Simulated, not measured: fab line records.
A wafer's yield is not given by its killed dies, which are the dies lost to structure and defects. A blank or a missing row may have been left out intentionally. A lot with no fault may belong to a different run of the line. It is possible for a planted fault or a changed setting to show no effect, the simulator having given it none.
Struck lot and sound lot, side by side | flow sky130 | 34 steps out of a route of 708
Sound: the wafers L143.2, L143.4, L143.6. Struck: wafer L154.2 (left out: L154.4, L154.6 of the same lot, which were not struck); the cause appears at the end.
Order at every step that has rows: each side's tool, ch and its chambers, its first start. Under that, the readings that differ: sound wafers | struck wafers | difference of the means | sigmas: that difference in standard deviations of wafers without a fault.
alike: a reading whose means differ by less than 2 such deviations, as well as words and numbers matching on both sides. not compared: withheld readings; readings where some wafer has no value; bounds like >300 that might hide an equal value; numbers whose values overlap and for which the record gives no deviation.
Wherever a step has rows on one side only, a row that says differs or no value, or a row with sigmas, the two part there. Numbers that don't overlap but have no deviation are shown without sigmas and don't part them. A reading missing from all wafers of one side parts the sides only when that side holds two or more wafers.

SKY_VIA1_CD_MEAS_12: target cd 150 nm.
  struck on cd_sem-01, day 38 21:29; sound on cd_sem-01, day 34 09:50
  alike: cd_nm
SKY_VIA1_OVL_MEAS_13:
  struck on overlay-01, day 38 21:36; sound on overlay-01, day 34 09:56
  alike: VIA1_OVL
SKY_VIA1_ETCH_14: etches BARC in N2/H2, stops on SiO2, time 45.9 s, target depth 60 nm.
  sound on rie_diel-01 ch 0,1, day 34 09:58; struck on rie_diel-02 ch 1, day 38 21:38
  reading               | sound             | struck | difference | sigmas
  oes_product_au (a.u.) | 0.852 0.849 0.858 | 0.864  | +0.011     | +2
  alike: drypump_motor_current_A, throttle_valve_pct
  not compared: rf_hours_counter_h
then, 1 step without rows for these wafers: SKY_VIA1_ETCH_15 (etches SiO2 in C4F8/O2/Ar, stops on TiN, target depth 351 nm, time 54 s).
SKY_VIA1_STRIP_16: strips in O2/N2.
  sound on plasma_asher-02 ch 1, day 34 10:04; struck on plasma_asher-03 ch 1, day 38 21:43
  reading                     | sound       | struck | difference | sigmas
  drypump_motor_current_A (A) | 5.2 5.2 5.2 | 6.2    | +1.0       | +2
  alike: oes_product_au, strip_time_to_endpoint_s
  not compared: rf_hours_counter_h
then, 5 steps without rows for these wafers: SKY_VIA1_STRIP_17 (strips in post etch residue remover, time 1200 s); SKY_VIA1_CLEAN_18 (cleans in IPA, time 180 s); SKY_VIA1_CLEAN_19 (cleans in O3/DIW); SKY_VIA1_SPUTTER_20 (material TiN, target thk 20 nm, time 80 s); SKY_VIA1_CVD_21 (deposits W, target thk 270 nm, time 80.902 s).
SKY_VIA1_RS_MEAS_22: measures by four-point-probe.
  struck on film_metro-02, day 38 22:29; sound on film_metro-01, day 34 10:50
  alike: VIA1_W_RS
SKY_VIA1_THK_MEAS_23: measures by xrf.
  struck on film_metro-02, day 38 22:35; sound on film_metro-01, day 34 10:56
  alike: VIA1_W_THK
SKY_VIA1_CMP_24: polishes, stops on SiO2, t overpolish 15 s, target thk 0 nm.
  sound on cmp-02 ch 0,1,2, day 34 11:05; struck on cmp-02 ch 1, day 38 22:44
  reading                                  | sound             | struck | difference | sigmas
  time_to_endpoint_s (s)                   | 64.8 67.4 69.0    | 35.2   | -31.9      | -12
  model.SiO2_of_VIA1_HDPCVD_00.thk_nm (nm) | 343.3 343.4 343.8 | 337.8  | -5.7       |
  alike: motor_current_A, overpolish_run_s
then, 3 steps without rows for these wafers: SKY_METAL2_SPUTTER_00 (material Ti, target thk 15 nm, time 10 s); SKY_METAL2_SPUTTER_01 (material TiN, target thk 20 nm, time 16.7 s); SKY_METAL2_SPUTTER_02 (material AlCu, target thk 250 nm, time 13.3 s).
SKY_METAL2_SPUTTER_03: material Ti, target thk 5 nm, time 3.3 s.
  struck on pvd_sputter-02, day 38 23:01; sound on pvd_sputter-02, day 34 11:22
  alike: throttle_valve_pct
SKY_METAL2_SPUTTER_04: material TiN, target thk 70 nm, time 58.3 s.
  struck on pvd_sputter-02, day 38 23:02; sound on pvd_sputter-02, day 34 11:23
  alike: throttle_valve_pct
SKY_METAL2_RS_MEAS_05: measures by four-point-probe.
  struck on film_metro-02, day 38 23:06; sound on film_metro-02, day 34 11:27
  alike: METAL2_ALCU_RS
SKY_METAL2_THK_MEAS_06: measures by xrf.
  struck on film_metro-02, day 38 23:13; sound on film_metro-02, day 34 11:34
  alike: METAL2_ALCU_THK
then, 8 steps without rows for these wafers: SKY_METAL2_DEHYDRATE_07 (time 60 s); SKY_METAL2_HMDS_08 (prime time 60 s); SKY_METAL2_COAT_09 (resist thk 60 nm); SKY_METAL2_COAT_10 (resist thk 450 nm); SKY_METAL2_SOFTBAKE_11 (time 90 s); SKY_METAL2_EXPOSE_12 (exposes mask MM2, target cd 140 nm); SKY_METAL2_PEB_13; SKY_METAL2_DEVELOP_14 (develop time 60 s).
SKY_METAL2_CD_MEAS_15: target cd 140 nm.
  struck on cd_sem-02, day 39 23:58; sound on cd_sem-01, day 35 13:50
  alike: cd_nm
SKY_METAL2_OVL_MEAS_16:
  struck on overlay-01, day 40 00:04; sound on overlay-01, day 35 13:56
  alike: METAL2_OVL
SKY_METAL2_DESCUM_17: chemistry O2, time 8 s.
  sound on rie_metal-03 ch 1, day 35 13:59; struck on rie_metal-03 ch 1, day 40 00:06
  reading                | sound | struck | difference                   | sigmas
  rf_hours_counter_h (h) | - - - | 3      | no value on the sound wafers |
  alike: drypump_motor_current_A, oes_product_au
then, 1 step without rows for these wafers: SKY_METAL2_ETCH_18 (etches BARC in N2/H2, stops on SiO2, time 45.9 s, target depth 60 nm).
SKY_METAL2_METAL_ETCH_19: etches the open film in Cl2/BCl3, stops on SiO2, target depth 360 nm, time 78 s.
  sound on rie_metal-03 ch 1, day 35 14:11; struck on rie_metal-03 ch 1, day 40 00:12
  reading                                  | sound             | struck | difference                   | sigmas
  rf_hours_counter_h (h)                   | - - -             | 3      | no value on the sound wafers |
  model.SiO2_of_VIA1_HDPCVD_00.thk_nm (nm) | 332.4 332.4 332.9 | 327.1  | -5.5                         |
  alike: drypump_motor_current_A, oes_product_au, throttle_valve_pct
then, 1 step without rows for these wafers: SKY_METAL2_STRIP_20 (strips in O2/N2).

## WHERE THEY PART
Last at SKY_METAL2_METAL_ETCH_19 as far as this record goes, first at SKY_VIA1_ETCH_14.

WHY: what the simulator had put in
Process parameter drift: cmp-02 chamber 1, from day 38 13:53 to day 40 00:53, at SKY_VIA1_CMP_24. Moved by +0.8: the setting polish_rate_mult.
